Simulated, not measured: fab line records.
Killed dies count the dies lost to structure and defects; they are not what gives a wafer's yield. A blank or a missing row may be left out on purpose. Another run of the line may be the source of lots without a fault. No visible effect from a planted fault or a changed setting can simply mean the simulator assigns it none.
The tool behind it: which one? ; flow gf180mcu ; Sampling: 14 lots, 41 wafers, 4 of 602 route steps

## WHAT THE GAUGES READ, wafer by wafer
GF_HV_LDD_OVL_MEAS_47.
lot;measured;on;HV_LDD_03_OVL (nm)
L241;day 12 10:29;overlay-01;-0.1 -1.1 -2.8
L242;day 12 12:47;overlay-01;0.4 0.1 -1.3
L243;day 12 17:41;overlay-02;-2.0 0.5 -0.6
L244;day 13 07:02;overlay-01;2.2 4.1 1.6
L246;day 14 00:26;overlay-02;-0.1 0.4 1.0
L248;day 14 19:05;overlay-01;1.2 1.4 -0.7
L249;day 15 00:59;overlay-02;0.2 1.4 0.4
L250;day 15 07:43;overlay-02;-2.3 0.5 -0.7
L251;day 15 17:59;overlay-01;-0.6 0.0 -0.7
L252;day 16 01:41;overlay-01;2.6 0.7 4.0
L255;day 16 22:40;overlay-02;3.1 3.5
L261;day 19 13:40;overlay-01;-0.2 1.8 0.7
L263;day 19 23:02;overlay-02;1.3 1.8 0.0
L264;day 20 07:14;overlay-01;0.5 0.9 0.1

GF_SALICIDE_RS_MEAS_04: measures by four-point-probe.
lot;measured;on;SALICIDE_TIN_RS (ohm/sq)
L241;day 15 03:58;filmMetro-01;16.0 16.0 16.1
L242;day 15 08:20;filmMetro-03;16.2 16.1 16.2
L243;day 15 12:30;filmMetro-03;16.3 16.1 16.3
L244;day 16 03:19;filmMetro-01;16.8 16.7 16.2
L246;day 16 22:32;filmMetro-01;16.7 16.8 16.5
L248;day 17 18:54;filmMetro-01;15.9 16.3 15.9
L249;day 18 01:09;filmMetro-01;15.8 15.8 15.7
L250;day 18 10:04;filmMetro-03;16.2 16.2 16.2
L251;day 18 20:22;filmMetro-03;16.0 16.1 15.9
L252;day 19 06:32;filmMetro-03;11.1 16.0 15.9
L255;day 20 03:30;filmMetro-03;16.3 11.2
L261;day 22 17:54;filmMetro-03;16.4 16.2 16.4
L263;day 23 02:19;filmMetro-02;16.1 16.1 16.2
L264;day 23 09:55;filmMetro-01;16.8 16.9 16.9

## WHICH TOOL RAN EACH LOT (tool, then ch and the chambers of the sampled wafers, then the start)
lot;GF_HV_LDD_RTA_52;GF_SALICIDE_SPUTTER_02
L241;rtpAnneal-01 ch 0, day 12 10:53;pvdSputter-03, day 15 03:55
L242;rtpAnneal-01 ch 0, day 12 13:11;pvdSputter-04, day 15 08:16
L243;rtpAnneal-02 ch 0, day 12 18:06;pvdSputter-03, day 15 12:25
L244;rtpAnneal-01 ch 0, day 13 07:27;pvdSputter-01, day 16 03:13
L246;rtpAnneal-01 ch 0, day 14 00:50;pvdSputter-01, day 16 22:28
L248;rtpAnneal-02 ch 0, day 14 19:30;pvdSputter-04, day 17 18:48
L249;rtpAnneal-01 ch 0, day 15 01:24;pvdSputter-01, day 18 01:03
L250;rtpAnneal-02 ch 0, day 15 08:07;pvdSputter-03, day 18 10:00
L251;rtpAnneal-01 ch 0, day 15 18:23;pvdSputter-03, day 18 20:19
L252;rtpAnneal-01 ch 0, day 16 02:05;pvdSputter-03, day 19 06:27
L255;rtpAnneal-02 ch 0, day 16 23:05;pvdSputter-03, day 20 03:25
L261;rtpAnneal-01 ch 0, day 19 14:04;pvdSputter-01, day 22 17:51
L263;rtpAnneal-01 ch 0, day 19 23:26;pvdSputter-03, day 23 02:16
L264;rtpAnneal-01 ch 0, day 20 07:38;pvdSputter-04, day 23 09:51
- GF_HV_LDD_RTA_52: time 10 s.
- GF_SALICIDE_SPUTTER_02: material Co, target thk 10 nm, time 20 s.

## WHAT THE TOOLS THEMSELVES READ (means of the sampled wafers that have a number; where no wafer has one, the mark that the record gives instead)
GF_HV_LDD_RTA_52.
lot;tool;lampPowerPct (%);wafer_temp_C_max
L241;rtpAnneal-01;32.9;1005.1
L242;rtpAnneal-01;32.9;1005.4
L243;rtpAnneal-02;35.6;1004.5
L244;rtpAnneal-01;32.8;1005.0
L246;rtpAnneal-01;32.9;1004.5
L248;rtpAnneal-02;35.5;1003.0
L249;rtpAnneal-01;32.9;1005.8
L250;rtpAnneal-02;35.6;1003.8
L251;rtpAnneal-01;32.8;1005.6
L252;rtpAnneal-01;32.9;1005.6
L255;rtpAnneal-02;35.5;1004.1
L261;rtpAnneal-01;32.9;1006.6
L263;rtpAnneal-01;32.9;1004.8
L264;rtpAnneal-01;32.8;1006.0

GF_SALICIDE_SPUTTER_02.
lot;tool;throttleValvePct (%)
L241;pvdSputter-03;30.0
L242;pvdSputter-04;30.8
L243;pvdSputter-03;29.7
L244;pvdSputter-01;28.9
L246;pvdSputter-01;29.0
L248;pvdSputter-04;30.3
L249;pvdSputter-01;28.3
L250;pvdSputter-03;29.2
L251;pvdSputter-03;29.8
L252;pvdSputter-03;29.3
L255;pvdSputter-03;29.0
L261;pvdSputter-01;28.9
L263;pvdSputter-03;29.2
L264;pvdSputter-04;30.1

## THE ANSWER, worked out from the rows above alone
Rule: the usual values come from the lots themselves. The widest of any qualifying gaps counts: lots, ordered by their means at a reading, are off when they make up no more than a third of the lots, leave a main group of 4 or more, and stand apart from it by 3 or more times the standard deviation of that group's means. Not used: any main group whose means are identical at the precision the tables above print for the reading. A lot without any number at a reading at which 4 lots or more have one is off too. All remaining lots with rows at the step are treated as sound. After the gauges, taken in route order, come the tools' own readings; for these a lot's mean is taken, as printed above. At the first step where some lot is off, the reading lying furthest off is the one used; lots without a number count as furthest.
Off: at GF_SALICIDE_RS_MEAS_04 (SALICIDE_TIN_RS), L252, L255. The main group has a mean of 16.2 ohm/sq with a standard deviation of 0.3.
A tool fits if, at a process step before that reading, it ran every lot that is off, and no sound lot after the first of them. Gauges at GF_SALICIDE_RS_MEAS_04: tried the same way as those tools. Of those tried, none fits.

## WHAT THE SIMULATOR HAD PUT IN
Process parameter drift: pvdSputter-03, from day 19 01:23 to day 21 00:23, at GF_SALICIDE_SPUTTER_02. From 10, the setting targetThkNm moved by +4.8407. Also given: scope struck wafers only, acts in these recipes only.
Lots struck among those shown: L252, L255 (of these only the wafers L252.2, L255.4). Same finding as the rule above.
